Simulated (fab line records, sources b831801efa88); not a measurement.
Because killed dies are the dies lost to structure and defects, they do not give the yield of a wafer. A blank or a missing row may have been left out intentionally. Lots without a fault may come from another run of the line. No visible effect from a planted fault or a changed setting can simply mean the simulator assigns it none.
fab line records	flow gf180mcu
[record] lots = 24	wafers = 72	last_day = 34
route steps=602 shown HV_LDD@231 CONTACT@291 V1@350 M2@377 V3@453
lots that met no fault: from a run of the same line without faults
start_h: hours from the record's first day to the start of the lot's first wafer shown	wait_h: hours from the lot's prior step to this one	" the same as in the row above	L1.1+2: one row covering several wafers at once	- no value present, or no start provided	* or withheld: withheld	< > ~ a bound
route shown NAME@n: names a module that has steps shown in the file, with the first one's number in the route	usual: mean and standard deviation over wafers with no fault	same: alike in all rows	chamber/n: place in a boat	sites: per-site readings	_std_site: standard deviation of those values	_edge_site: inner sites' mean taken away from outer sites' mean	radius_mm: how far each site lies from the wafer's centre	mask NAME#n: copy n	behind: the tool/chamber that last shaped the wafer	hold: reason for holding the lot/hours on hold/outcome of the hold	device: transistor that didn't switch, given as n, p or np	end of line: the route-end tests of the same wafers	a step given without rows: its recipe and nothing more	killed: not the wafer's yield, but the dies lost to structure and defects at the first sort	map: a wafer's dies, x killed, . not, _ none there
set.NAME: the setting that was run; set.NAME@STEP: the one run at that earlier step	model.NAME: the simulator's own value behind a step, which no gauge read
steps of the route over a sample of lots; a table a step, a row a wafer
services: from which hour (start_h, from the record's first day; less than 0 if before it) a tool's chamber was out of use, for how many hours, and why
[[steps]]
[step GF_HV_LDD_THK_MEAS_55]
[recipe] reads = SiO2_of_HV_LDD_CVD_54
[usual] HV_LDD_CVD_54_THK = 10.05/0.14
lot.wafer	tool	chamber	start_h	wait_h	HV_LDD_CVD_54_THK[nm]
L074.1	film_metro-04	-	276.16	0.0	10.11
L074.3	"	-	"	"	10.03
L074.5	"	-	"	"	10.11
L075.2	film_metro-04	-	280.67	0.0	10.06
L075.4	"	-	"	"	9.99
L075.6	"	-	"	"	9.89
L076.2	film_metro-03	-	291.41	0.0	9.85
L076.5	"	-	"	"	9.88
L076.6	"	-	"	"	10.00
L077.3	film_metro-04	-	298.72	0.0	10.25
L077.4	"	-	"	"	10.25
L077.6	"	-	"	"	10.21
L078.4	film_metro-04	-	306.54	0.0	10.21
L078.5	"	-	"	"	10.17
L078.6	"	-	"	"	10.12
L079.4	film_metro-03	-	314.22	0.0	10.02
L079.5	"	-	"	"	10.10
L079.6	"	-	"	"	10.01
L080.2	film_metro-04	-	321.90	0.0	10.12
L080.3	"	-	"	"	10.01
L080.6	"	-	"	"	10.07
L081.1	film_metro-03	-	332.89	0.0	10.00
L081.2	"	-	"	"	10.01
L081.6	"	-	"	"	9.91
L082.1	film_metro-04	-	341.44	0.0	10.07
L082.2	"	-	"	"	10.14
L082.5	"	-	"	"	10.01
L083.1	film_metro-03	-	351.61	0.0	9.89
L083.2	"	-	"	"	10.03
L083.4	"	-	"	"	9.94
L084.1	film_metro-04	-	355.00	0.0	10.17
L084.2	"	-	"	"	10.16
L084.5	"	-	"	"	10.17
L085.1	film_metro-04	-	370.57	0.0	9.99
L085.4	"	-	"	"	9.94
L085.5	"	-	"	"	9.91
L086.2	film_metro-04	-	378.84	0.0	10.05
L086.4	"	-	"	"	10.11
L086.5	"	-	"	"	10.10
L087.2	film_metro-03	-	383.90	0.0	10.17
L087.4	"	-	"	"	10.09
L087.5	"	-	"	"	10.01
L088.1	film_metro-04	-	388.01	0.0	10.02
L088.5	"	-	"	"	9.93
L088.6	"	-	"	"	9.99
L089.1	film_metro-01	-	399.46	0.0	10.37
L089.2	"	-	"	"	10.41
L089.3	"	-	"	"	10.20
L090.1	film_metro-01	-	407.31	0.0	10.14
L090.3	"	-	"	"	9.99
L090.5	"	-	"	"	9.94
L091.1	film_metro-04	-	413.18	0.0	10.26
L091.2	"	-	"	"	10.33
L091.3	"	-	"	"	10.26
L092.3	film_metro-03	-	422.63	0.0	10.02
L092.5	"	-	"	"	10.00
L092.6	"	-	"	"	9.94
L093.1	film_metro-01	-	431.90	0.0	10.20
L093.4	"	-	"	"	10.08
L093.6	"	-	"	"	10.10
L094.2	film_metro-03	-	442.16	0.0	10.04
L094.4	"	-	"	"	10.01
L094.5	"	-	"	"	9.98
L095.1	film_metro-03	-	448.00	0.0	9.96
L095.2	"	-	"	"	9.90
L095.5	"	-	"	"	9.93
L096.2	film_metro-01	-	454.77	0.0	9.77
L096.5	"	-	"	"	9.72
L096.6	"	-	"	"	9.69
L097.1	film_metro-04	-	466.16	0.0	9.99
L097.3	"	-	"	"	10.06
L097.5	"	-	"	"	10.10
[step GF_CONTACT_CMP_04]
[recipe] material = SiO2	down_force_psi = 4	platen_rpm = 60	pad_velocity_m_s = 0.94248
[usual] edge_zone_pressure_frac = 1.000/0.0049	motor_current_A = 12.3/1.6	time_to_endpoint_s = 107/5.4
lot.wafer	tool	chamber	start_h	wait_h	edge_zone_pressure_frac	motor_current_A	time_to_endpoint_s
L074.1	cmp-02	1	339.74	0.1	1.004	12.6	102
L074.3	"	2	"	"	1.002	11.2	114
L074.5	"	2	"	"	1.006	10.9	112
L075.2	cmp-02	2	344.94	0.0	0.997	11.1	105
L075.4	"	3	"	"	0.995	9.0	114
L075.6	"	3	"	"	1.000	9.2	104
L076.2	cmp-02	3	356.03	0.2	0.995	9.2	98
L076.6	"	0	"	"	0.999	14.3	113
L076.5	"	1	"	"	1.000	13.5	116
L077.4	cmp-01	0	364.00	0.0	1.006	11.5	103
L077.3	"	3	"	"	0.999	12.8	106
L077.6	"	1	"	"	0.987	13.9	107
L078.4	cmp-02	1	373.58	0.0	1.006	12.9	114
L078.5	"	1	"	"	0.989	13.8	110
L078.6	"	2	"	"	1.001	11.7	113
L079.4	cmp-01	3	382.38	0.1	1.003	12.4	111
L079.5	"	2	"	"	0.999	13.2	106
L079.6	"	3	"	"	1.005	12.4	108
L080.2	cmp-01	2	393.14	0.1	0.999	11.9	103
L080.3	"	0	"	"	0.997	11.3	100
L080.6	"	1	"	"	1.004	14.0	110
L081.2	cmp-01	3	403.16	0.0	0.997	12.6	106
L081.1	"	1	"	"	0.997	13.5	108
L081.6	"	3	"	"	0.988	11.9	107
L082.1	cmp-02	3	412.43	0.1	0.997	9.3	97
L082.2	"	1	"	"	1.008	13.9	103
L082.5	"	3	"	"	1.002	9.4	102
L083.4	cmp-01	3	423.39	0.0	1.010	12.0	109
L083.2	"	0	"	"	0.998	11.1	91
L083.1	"	2	"	"	1.002	12.8	97
L084.1	cmp-02	2	427.26	0.1	1.003	11.2	114
L084.2	"	3	"	"	0.996	8.8	92
L084.5	"	2	"	"	0.997	10.9	113
L085.4	cmp-01	3	444.30	0.0	0.997	12.4	113
L085.1	"	2	"	"	1.000	12.9	104
L085.5	"	3	"	"	0.999	11.6	109
L086.4	cmp-02	0	454.28	0.1	1.007	14.4	119
L086.2	"	2	"	"	1.007	11.3	117
L086.5	"	3	"	"	1.005	9.2	110
L087.2	cmp-01	2	459.79	0.0	0.993	13.6	101
L087.4	"	3	"	"	0.993	11.9	111
L087.5	"	2	"	"	1.004	12.8	104
L088.1	cmp-02	2	464.33	0.1	1.002	10.8	112
L088.5	"	1	"	"	1.000	13.2	113
L088.6	"	2	"	"	1.006	11.1	119
L089.3	cmp-02	0	474.70	0.0	0.998	13.9	100
L089.1	"	1	"	"	1.003	13.3	102
L089.2	"	2	"	"	0.996	11.0	112
L090.1	cmp-02	0	483.21	0.1	1.001	15.1	104
L090.3	"	1	"	"	1.001	13.2	103
L090.5	"	3	"	"	1.005	9.3	112
L091.3	cmp-01	2	490.35	0.0	1.003	12.4	94
L091.1	"	3	"	"	1.002	11.9	109
L091.2	"	0	"	"	0.995	11.7	102
L092.3	cmp-02	3	498.18	0.2	0.995	9.3	98
L092.6	"	0	"	"	0.995	13.8	104
L092.5	"	1	"	"	0.990	12.9	100
L093.1	cmp-01	1	508.06	0.1	0.998	13.5	108
L093.4	"	2	"	"	1.002	12.8	103
L093.6	"	1	"	"	1.001	14.0	104
L094.2	cmp-01	1	517.06	0.0	1.004	14.3	107
L094.4	"	2	"	"	1.010	12.8	104
L094.5	"	2	"	"	1.003	12.7	105
L095.1	cmp-02	0	522.90	0.1	1.002	13.7	110
L095.2	"	3	"	"	0.997	9.2	111
L095.5	"	1	"	"	0.997	13.9	116
L096.2	cmp-01	1	529.93	0.1	0.993	13.5	106
L096.5	"	0	"	"	1.002	11.8	108
L096.6	"	1	"	"	0.994	13.5	109
L097.1	cmp-01	1	541.19	0.1	0.991	14.2	112
L097.3	"	3	"	"	1.005	12.2	110
L097.5	"	1	"	"	0.997	13.6	115
[step GF_V1_OVL_MEAS_15]
[usual] V1_OVL = -1/6.4
lot.wafer	tool	chamber	start_h	wait_h	V1_OVL[nm]
L074.1	overlay-02	-	409.92	0.1	-6
L074.3	"	-	"	"	-8
L074.5	"	-	"	"	-7
L075.2	overlay-01	-	417.78	0.1	0
L075.4	"	-	"	"	-3
L075.6	"	-	"	"	-4
L076.2	overlay-01	-	428.70	0.1	6
L076.5	"	-	"	"	-5
L076.6	"	-	"	"	6
L077.3	overlay-01	-	437.21	0.1	-1
L077.4	"	-	"	"	2
L077.6	"	-	"	"	0
L078.4	overlay-02	-	448.56	0.1	-7
L078.5	"	-	"	"	-10
L078.6	"	-	"	"	-5
L079.4	overlay-01	-	455.76	0.1	10
L079.5	"	-	"	"	14
L079.6	"	-	"	"	2
L080.2	overlay-02	-	468.38	0.1	-1
L080.3	"	-	"	"	1
L080.6	"	-	"	"	2
L081.1	overlay-02	-	479.27	0.1	-9
L081.2	"	-	"	"	-7
L081.6	"	-	"	"	-4
L082.1	overlay-01	-	488.33	0.1	-1
L082.2	"	-	"	"	8
L082.5	"	-	"	"	4
L083.1	overlay-01	-	499.82	0.1	3
L083.2	"	-	"	"	-3
L083.4	"	-	"	"	-3
L084.1	overlay-01	-	503.37	0.1	-9
L084.2	"	-	"	"	-11
L084.5	"	-	"	"	-6
L085.1	overlay-02	-	518.84	0.1	-13
L085.4	"	-	"	"	-9
L085.5	"	-	"	"	-11
L086.2	overlay-01	-	528.63	0.1	-4
L086.4	"	-	"	"	4
L086.5	"	-	"	"	1
L087.2	overlay-01	-	534.23	0.1	9
L087.4	"	-	"	"	5
L087.5	"	-	"	"	-8
L088.1	overlay-01	-	539.27	0.1	9
L088.5	"	-	"	"	2
L088.6	"	-	"	"	11
L089.1	overlay-01	-	547.99	0.1	1
L089.2	"	-	"	"	1
L089.3	"	-	"	"	6
L090.1	overlay-01	-	555.73	0.1	11
L090.3	"	-	"	"	5
L090.5	"	-	"	"	8
L091.1	overlay-02	-	562.79	0.1	-4
L091.2	"	-	"	"	0
L091.3	"	-	"	"	-7
L092.3	overlay-01	-	570.18	0.1	-5
L092.5	"	-	"	"	-7
L092.6	"	-	"	"	5
L093.1	overlay-01	-	578.73	0.1	6
L093.4	"	-	"	"	6
L093.6	"	-	"	"	3
L094.2	overlay-01	-	587.08	0.1	-3
L094.4	"	-	"	"	-5
L094.5	"	-	"	"	3
L095.1	overlay-01	-	593.62	0.1	-4
L095.2	"	-	"	"	0
L095.5	"	-	"	"	-1
L096.2	overlay-02	-	599.58	0.1	5
L096.5	"	-	"	"	-8
L096.6	"	-	"	"	4
L097.1	overlay-02	-	609.84	0.1	-2
L097.3	"	-	"	"	2
L097.5	"	-	"	"	4
[step GF_V1_CMP_26]
[recipe] stop_on = SiO2	down_force_psi = 3.5	platen_rpm = 60	t_overpolish_s = 15	target_thk_nm = 0	pad_velocity_m_s = 0.94248
[usual] edge_zone_pressure_frac = 1.000/0.0047	motor_current_A = 11.3/1.6	overpolish_run_s = 15.000/0.0091	time_to_endpoint_s = 84/3.9
lot.wafer	tool	chamber	start_h	wait_h	edge_zone_pressure_frac	motor_current_A	overpolish_run_s	time_to_endpoint_s
L074.3	cmp-02	0	411.01	0.0	1.012	13.5	14.986	90
L074.1	"	2	"	"	0.996	10.7	15.007	96
L074.5	"	0	"	"	1.001	13.4	14.995	88
L075.2	cmp-02	0	418.96	0.1	1.001	13.1	15.004	83
L075.4	"	1	"	"	1.004	12.1	14.997	85
L075.6	"	3	"	"	0.993	8.5	14.993	82
L076.2	cmp-01	1	429.94	0.2	1.002	12.5	15.005	82
L076.6	"	2	"	"	0.998	11.5	14.982	77
L076.5	"	3	"	"	1.011	11.6	15.007	86
L077.3	cmp-01	0	438.35	0.0	1.000	10.8	14.995	81
L077.4	"	1	"	"	1.003	12.7	14.997	78
L077.6	"	0	"	"	1.000	10.8	14.991	84
L078.4	cmp-01	2	449.73	0.1	0.998	11.5	15.005	78
L078.6	"	2	"	"	1.004	11.8	15.002	82
L078.5	"	3	"	"	0.991	11.3	14.989	86
L079.4	cmp-02	3	456.87	0.0	0.999	8.2	14.971	85
L079.6	"	3	"	"	0.995	8.4	14.992	85
L079.5	"	0	"	"	0.998	13.6	15.001	88
L080.3	cmp-01	3	469.46	0.0	0.992	10.9	15.010	86
L080.2	"	0	"	"	1.003	10.5	15.002	81
L080.6	"	3	"	"	1.003	11.3	15.010	88
L081.1	cmp-01	0	480.41	0.1	0.988	10.1	14.979	86
L081.2	"	2	"	"	1.001	11.8	15.008	85
L081.6	"	0	"	"	0.996	10.3	14.999	82
L082.1	cmp-02	0	489.42	0.1	0.996	13.1	15.000	83
L082.2	"	3	"	"	0.999	8.6	15.007	85
L082.5	"	1	"	"	1.001	12.1	14.998	87
L083.4	cmp-02	0	500.91	0.0	1.009	13.5	14.997	81
L083.2	"	1	"	"	0.999	12.3	15.011	82
L083.1	"	3	"	"	1.002	8.0	14.997	82
L084.2	cmp-02	0	504.46	0.0	0.993	13.6	15.002	85
L084.1	"	3	"	"	1.004	8.4	14.990	78
L084.5	"	1	"	"	1.005	12.3	15.010	83
L085.1	cmp-01	3	520.00	0.1	1.001	11.3	15.005	83
L085.4	"	0	"	"	1.000	10.9	15.007	83
L085.5	"	3	"	"	1.002	11.1	14.987	88
L086.4	cmp-02	2	529.86	0.0	1.001	10.0	14.997	87
L086.2	"	3	"	"	1.008	8.2	15.001	80
L086.5	"	2	"	"	1.007	10.2	15.001	89
L087.2	cmp-02	0	535.43	0.0	0.995	13.0	14.986	81
L087.4	"	2	"	"	0.991	9.8	15.005	84
L087.5	"	0	"	"	0.996	13.1	14.994	80
L088.1	cmp-02	2	540.42	0.1	1.001	10.2	14.998	93
L088.6	"	1	"	"	1.002	11.8	15.000	85
L088.5	"	2	"	"	0.996	9.7	14.994	90
L089.2	cmp-02	3	549.08	0.0	0.994	8.8	14.997	83
L089.1	"	0	"	"	0.999	12.7	15.001	87
L089.3	"	1	"	"	1.002	12.0	14.999	86
L090.3	cmp-02	1	556.82	0.0	0.998	12.6	14.999	90
L090.1	"	2	"	"	1.003	10.1	14.994	93
L090.5	"	1	"	"	1.000	12.0	15.004	85
L091.1	cmp-01	0	563.93	0.1	0.997	10.3	15.019	82
L091.3	"	1	"	"	1.002	12.5	15.009	84
L091.2	"	2	"	"	0.997	11.1	14.996	80
L092.3	cmp-02	1	571.72	0.1	0.998	12.9	15.005	81
L092.6	"	0	"	"	1.001	12.7	15.015	81
L092.5	"	1	"	"	0.998	12.5	14.996	81
L093.1	cmp-02	0	579.91	0.1	1.005	12.6	15.003	80
L093.4	"	3	"	"	0.999	8.7	15.007	79
L093.6	"	0	"	"	0.999	12.7	14.995	82
L094.4	cmp-02	0	588.28	0.1	0.999	13.0	15.013	79
L094.2	"	1	"	"	1.000	12.4	15.004	83
L094.5	"	3	"	"	1.004	8.7	14.995	81
L095.2	cmp-01	1	595.05	0.0	0.990	13.2	15.014	88
L095.1	"	2	"	"	1.001	11.5	14.985	84
L095.5	"	2	"	"	1.003	11.9	15.015	82
L096.2	cmp-01	3	600.82	0.2	0.996	11.3	15.005	85
L096.6	"	0	"	"	1.000	10.5	14.995	81
L096.5	"	1	"	"	1.003	12.4	15.000	83
L097.3	cmp-02	0	611.33	0.1	1.006	14.1	15.003	82
L097.1	"	1	"	"	1.009	12.6	14.991	83
L097.5	"	3	"	"	1.001	8.4	14.994	79
[step GF_M2_OVL_MEAS_15]
[usual] M2_OVL = 5/5.4
lot.wafer	tool	chamber	start_h	wait_h	M2_OVL[nm]
L074.1	overlay-01	-	435.20	0.1	18
L074.3	"	-	"	"	11
L074.5	"	-	"	"	15
L075.2	overlay-01	-	443.85	0.1	2
L075.4	"	-	"	"	1
L075.6	"	-	"	"	9
L076.2	overlay-02	-	454.80	0.1	5
L076.5	"	-	"	"	0
L076.6	"	-	"	"	6
L077.3	overlay-01	-	463.89	0.1	4
L077.4	"	-	"	"	10
L077.6	"	-	"	"	8
L078.4	overlay-02	-	474.76	0.1	4
L078.5	"	-	"	"	7
L078.6	"	-	"	"	13
L079.4	overlay-01	-	481.72	0.1	-3
L079.5	"	-	"	"	-1
L079.6	"	-	"	"	-1
L080.2	overlay-02	-	493.70	0.1	-1
L080.3	"	-	"	"	8
L080.6	"	-	"	"	1
L081.1	overlay-01	-	504.43	0.1	5
L081.2	"	-	"	"	7
L081.6	"	-	"	"	16
L082.1	overlay-01	-	513.28	0.1	10
L082.2	"	-	"	"	17
L082.5	"	-	"	"	13
L083.1	overlay-01	-	525.03	0.1	12
L083.2	"	-	"	"	10
L083.4	"	-	"	"	11
L084.1	overlay-02	-	528.04	0.1	-2
L084.2	"	-	"	"	3
L084.5	"	-	"	"	14
L085.1	overlay-02	-	543.48	0.1	6
L085.4	"	-	"	"	15
L085.5	"	-	"	"	5
L086.2	overlay-02	-	552.93	0.1	10
L086.4	"	-	"	"	10
L086.5	"	-	"	"	6
L087.2	overlay-02	-	558.28	0.1	14
L087.4	"	-	"	"	2
L087.5	"	-	"	"	9
L088.1	overlay-01	-	563.13	0.1	5
L088.5	"	-	"	"	11
L088.6	"	-	"	"	9
L089.1	overlay-01	-	572.29	0.1	11
L089.2	"	-	"	"	1
L089.3	"	-	"	"	4
L090.1	overlay-02	-	579.43	0.1	5
L090.3	"	-	"	"	4
L090.5	"	-	"	"	8
L091.1	overlay-01	-	586.14	0.1	4
L091.2	"	-	"	"	-3
L091.3	"	-	"	"	0
L092.3	overlay-01	-	594.31	0.1	4
L092.5	"	-	"	"	11
L092.6	"	-	"	"	8
L093.1	overlay-01	-	601.14	0.1	-3
L093.4	"	-	"	"	-6
L093.6	"	-	"	"	1
L094.2	overlay-02	-	610.08	0.1	0
L094.4	"	-	"	"	-5
L094.5	"	-	"	"	-1
L095.1	overlay-02	-	616.03	0.1	-3
L095.2	"	-	"	"	6
L095.5	"	-	"	"	9
L096.2	overlay-02	-	621.73	0.1	2
L096.5	"	-	"	"	-3
L096.6	"	-	"	"	-3
L097.1	overlay-02	-	632.52	0.1	-1
L097.3	"	-	"	"	0
L097.5	"	-	"	"	4
[step GF_V3_RS_MEAS_24]
[recipe] thk_meas_gauge = four-point-probe	reads = W_of_V3_CVD_23+TiN_of_V3_SPUTTER_22+Ti_of_V3_SPUTTER_21
[usual] V3_W_RS = 0.317/0.0046
lot.wafer	tool	chamber	start_h	wait_h	V3_W_RS[ohm/sq]
L074.1	film_metro-02	-	512.41	0.1	0.322
L074.3	"	-	"	"	0.325
L074.5	"	-	"	"	0.324
L075.2	film_metro-02	-	521.98	0.1	0.317
L075.4	"	-	"	"	0.326
L075.6	"	-	"	"	0.326
L076.2	film_metro-03	-	531.58	0.1	0.322
L076.5	"	-	"	"	0.318
L076.6	"	-	"	"	0.319
L077.3	film_metro-04	-	540.59	0.1	0.323
L077.4	"	-	"	"	0.313
L077.6	"	-	"	"	0.322
L078.4	film_metro-03	-	550.71	0.1	0.325
L078.5	"	-	"	"	0.325
L078.6	"	-	"	"	0.316
L079.4	film_metro-02	-	556.51	0.1	0.314
L079.5	"	-	"	"	0.322
L079.6	"	-	"	"	0.318
L080.2	film_metro-02	-	567.16	0.1	0.313
L080.3	"	-	"	"	0.311
L080.6	"	-	"	"	0.316
L081.1	film_metro-04	-	578.69	0.1	0.309
L081.2	"	-	"	"	0.322
L081.6	"	-	"	"	0.322
L082.1	film_metro-02	-	586.06	0.1	0.320
L082.2	"	-	"	"	0.317
L082.5	"	-	"	"	0.325
L083.1	film_metro-04	-	596.88	0.1	0.314
L083.2	"	-	"	"	0.318
L083.4	"	-	"	"	0.313
L084.1	film_metro-03	-	597.71	0.1	0.314
L084.2	"	-	"	"	0.318
L084.5	"	-	"	"	0.322
L085.1	film_metro-04	-	613.30	0.1	0.312
L085.4	"	-	"	"	0.314
L085.5	"	-	"	"	0.322
L086.2	film_metro-03	-	622.82	0.1	0.323
L086.4	"	-	"	"	0.316
L086.5	"	-	"	"	0.321
L087.2	film_metro-02	-	627.99	0.1	0.311
L087.4	"	-	"	"	0.313
L087.5	"	-	"	"	0.311
L088.1	film_metro-03	-	632.45	0.1	0.312
L088.5	"	-	"	"	0.322
L088.6	"	-	"	"	0.317
L089.1	film_metro-03	-	640.69	0.1	0.319
L089.2	"	-	"	"	0.314
L089.3	"	-	"	"	0.322
L090.1	film_metro-03	-	646.68	0.1	0.311
L090.3	"	-	"	"	0.314
L090.5	"	-	"	"	0.314
L091.1	film_metro-02	-	653.15	0.1	0.316
L091.2	"	-	"	"	0.316
L091.3	"	-	"	"	0.318
L092.3	film_metro-04	-	660.98	0.1	0.322
L092.5	"	-	"	"	0.318
L092.6	"	-	"	"	0.324
L093.1	film_metro-03	-	666.03	0.1	0.323
L093.4	"	-	"	"	0.320
L093.6	"	-	"	"	0.325
L094.2	film_metro-04	-	674.82	0.1	0.310
L094.4	"	-	"	"	0.317
L094.5	"	-	"	"	0.314
L095.1	film_metro-02	-	678.79	0.1	0.314
L095.2	"	-	"	"	0.320
L095.5	"	-	"	"	0.313
L096.2	film_metro-03	-	685.07	0.2	0.316
L096.5	"	-	"	"	0.313
L096.6	"	-	"	"	0.312
L097.1	film_metro-02	-	696.13	0.1	0.324
L097.3	"	-	"	"	0.322
L097.5	"	-	"	"	0.321
[[services]]
tool	chamber	start_h	hours	kind
cmp-01	-	322.77	7.3	pm
cmp-02	-	334.53	1.7	repair
cmp-01	-	349.04	0.6	repair
cmp-02	-	379.85	5.6	pm
cmp-02	-	404.02	4.0	pm
cmp-02	-	406.69	0.6	repair
cmp-02	-	408.02	-	consumable_replace:conditioner
cmp-02	-	408.02	-	consumable_replace:pad
cmp-01	-	421.72	0.9	repair
cmp-02	-	437.26	1.7	repair
cmp-02	-	439.69	7.2	pm
cmp-02	-	448.17	1.9	repair
cmp-02	-	464.65	2.1	repair
cmp-02	-	516.58	1.9	repair
cmp-02	-	533.45	1.0	repair
cmp-01	-	572.00	4.0	pm
cmp-01	-	576.00	-	consumable_replace:conditioner
cmp-01	-	576.00	-	consumable_replace:pad
[[key]]
fault none
